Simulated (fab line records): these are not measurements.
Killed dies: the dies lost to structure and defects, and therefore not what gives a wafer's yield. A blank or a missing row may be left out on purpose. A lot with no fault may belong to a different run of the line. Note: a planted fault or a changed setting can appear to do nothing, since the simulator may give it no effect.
Matching of chambers | flow gf180mcu | GF_CONTACT_CMP_04 on cmp-01: 4 sister chambers
The step polishes SiO2. 8 wafers are shown with their chamber, then 8 later ones without.

== WAFERS, EACH WITH ITS CHAMBER ==
wafer  | chamber | motor-current-A (A) | time-to-endpoint-s (s)
L907.1 | 3       | 11.8                | 114
L907.3 | 1       | 12.3                | 105
L918.1 | 0       | 14.0                | 109
L918.6 | 2       | 13.7                | 117
L922.2 | 0       | 13.8                | 105
L922.3 | 3       | 11.8                | 113
L922.4 | 1       | 12.9                | 119
L923.3 | 2       | 14.3                | 106

== WAFERS WITHOUT THEIR CHAMBER ==
wafer  | motor-current-A (A) | time-to-endpoint-s (s)
L923.5 | 12.5                | 112
L923.6 | 13.4                | 109
L927.2 | 13.4                | 106
L927.3 | 12.0                | 107
L927.6 | 13.8                | 114
L926.3 | 14.8                | 107
L926.4 | 13.4                | 116
L926.5 | 11.2                | 114

== WHICH CHAMBER EACH WENT THROUGH ==
wafer  | from the rows above          | in truth
L923.5 | can't be placed: 1 or 3      | 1
L923.6 | can't be placed: 0 or 2 or 1 | 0
L927.2 | can't be placed: 0 or 2 or 1 | 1
L927.3 | can't be placed: 3 or 1      | 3
L927.6 | can't be placed: 2 or 0      | 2
L926.3 | can't be placed: 2 or 0      | 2
L926.4 | can't be placed: 2 or 0 or 1 | 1
L926.5 | 3                            | 3
1 of 8 placed correctly. Can't be placed from these rows: 7 (the true chamber is among the candidates in 7). 0 placed wrongly.
How it was worked out, from the rows above alone: a wafer's distance from a chamber is the root of the sum, over the readings, of the square of ((its reading less the chamber's mean) divided by the reading's scatter). The wafer belongs to the nearest chamber; if the next one is less than 2 further off, it can't be placed. Each chamber's mean is taken over the wafers shown for it. How the scatter is found: for the shown wafers, subtract from each reading the mean of its chamber, square and add these, divide the total by (wafers less chambers), then take the root.
